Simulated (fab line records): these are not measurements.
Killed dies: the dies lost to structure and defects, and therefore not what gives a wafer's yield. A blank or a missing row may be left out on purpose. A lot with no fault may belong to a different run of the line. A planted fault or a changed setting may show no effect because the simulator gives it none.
Commonality check across tools + flow gf180mcu + 39 wafers sampled across 13 lots

== THE REASON FOR OPENING IT ==
GF_SALICIDE_THK_MEAS_05, reading SALICIDE_TIN_THK: flagged on 3 of 13 lots. Wafers without a fault read 19.91 nm, standard deviation 0.26.
Rule: flag the lot when none of its wafers has a number, or when each of its wafers that has one lies beyond 4 standard deviations from that mean. The other lots count as sound.

| lot  | measured     | on            | SALICIDE_TIN_THK (nm), wafer by wafer | flag    |
|------|--------------|---------------|---------------------------------------|---------|
| L769 | day 15 01:51 | film_metro-04 | 19.78 19.64 19.70                     |         |
| L770 | day 16 03:25 | film_metro-03 | 19.95 19.99 19.89                     |         |
| L772 | day 16 11:10 | film_metro-04 | 19.74 19.54 19.65                     |         |
| L771 | day 16 14:40 | film_metro-03 | 19.93 20.40 20.19                     |         |
| L774 | day 17 08:15 | film_metro-04 | 19.97 20.04 19.62                     |         |
| L776 | day 17 23:35 | film_metro-04 | 20.16 20.06 20.08                     |         |
| L782 | day 19 19:18 | film_metro-04 | 17.66 17.53 17.83                     | FLAGGED |
| L783 | day 20 04:34 | film_metro-01 | 17.97 18.02 17.87                     | FLAGGED |
| L784 | day 20 14:23 | film_metro-03 | 17.92 17.37 17.33                     | FLAGGED |
| L789 | day 22 10:49 | film_metro-01 | 20.27 20.62 20.18                     |         |
| L790 | day 22 18:38 | film_metro-04 | 19.93 19.98 20.00                     |         |
| L791 | day 22 21:41 | film_metro-01 | 19.40 19.60 19.86                     |         |
| L792 | day 23 03:35 | film_metro-01 | 19.73 19.81 20.05                     |         |
The mean of the flagged lots' numbers is 17.72 nm, -2.19 nm from the usual (-8 standard deviations).

== LOT BY LOT: THE TOOL USED ==
The record holds 1 process step before the reading, out of a route of 602 steps. Read each cell as the tool, then ch plus the chambers that the sampled wafers visited, then the start.
| lot  | flag    | GF_SALICIDE_SPUTTER_03       |
|------|---------|------------------------------|
| L769 |         | pvd_sputter-02, day 15 01:41 |
| L770 |         | pvd_sputter-02, day 16 03:15 |
| L772 |         | pvd_sputter-01, day 16 10:59 |
| L771 |         | pvd_sputter-02, day 16 14:29 |
| L774 |         | pvd_sputter-03, day 17 08:05 |
| L776 |         | pvd_sputter-03, day 17 23:26 |
| L782 | FLAGGED | pvd_sputter-03, day 19 19:09 |
| L783 | FLAGGED | pvd_sputter-03, day 20 04:25 |
| L784 | FLAGGED | pvd_sputter-03, day 20 14:15 |
| L789 |         | pvd_sputter-01, day 22 10:40 |
| L790 |         | pvd_sputter-03, day 22 18:29 |
| L791 |         | pvd_sputter-02, day 22 21:32 |
| L792 |         | pvd_sputter-01, day 23 03:25 |
What these steps do:
- GF_SALICIDE_SPUTTER_03: material TiN, target thk 20 nm, time 16.7 s.
- GF_SALICIDE_THK_MEAS_05: measures by xrf.

== FLAGGED AGAINST TOTAL, ONE TOOL AT A TIME (gauges that did the reading follow at the end) ==
| step                    | tool           | lots run | flagged | share of the flagged lots | sound lots run after its first flagged lot |
|-------------------------|----------------|----------|---------|---------------------------|--------------------------------------------|
| GF_SALICIDE_SPUTTER_03  | pvd_sputter-01 | 3        | 0       | none                      | -                                          |
| GF_SALICIDE_SPUTTER_03  | pvd_sputter-02 | 4        | 0       | none                      | -                                          |
| GF_SALICIDE_SPUTTER_03  | pvd_sputter-03 | 6        | 3       | all                       | 1 (L790)                                   |
| GF_SALICIDE_THK_MEAS_05 | film_metro-01  | 4        | 1       | some                      | 3 (L789,L791,L792)                         |
| GF_SALICIDE_THK_MEAS_05 | film_metro-03  | 3        | 1       | some                      | 0                                          |
| GF_SALICIDE_THK_MEAS_05 | film_metro-04  | 6        | 1       | some                      | 1 (L790)                                   |

== WHAT THE TABLE PERMITS ==
1 row of the table ran every flagged lot: pvd_sputter-03 at GF_SALICIDE_SPUTTER_03.
- pvd_sputter-03 at GF_SALICIDE_SPUTTER_03 ran 6 lots, 3 of them flagged. Lots that were sound ran on it after the first flagged one (L790); a persistent fault on the entire tool would not allow that. Its own readings (cathode_dc_power_W) fall more than 4 standard deviations out on all wafers of the flagged lots.
There is no row in the table that ran each flagged lot and no sound lot after the first.

== WHAT HAD BEEN PUT IN BY THE SIMULATOR ==
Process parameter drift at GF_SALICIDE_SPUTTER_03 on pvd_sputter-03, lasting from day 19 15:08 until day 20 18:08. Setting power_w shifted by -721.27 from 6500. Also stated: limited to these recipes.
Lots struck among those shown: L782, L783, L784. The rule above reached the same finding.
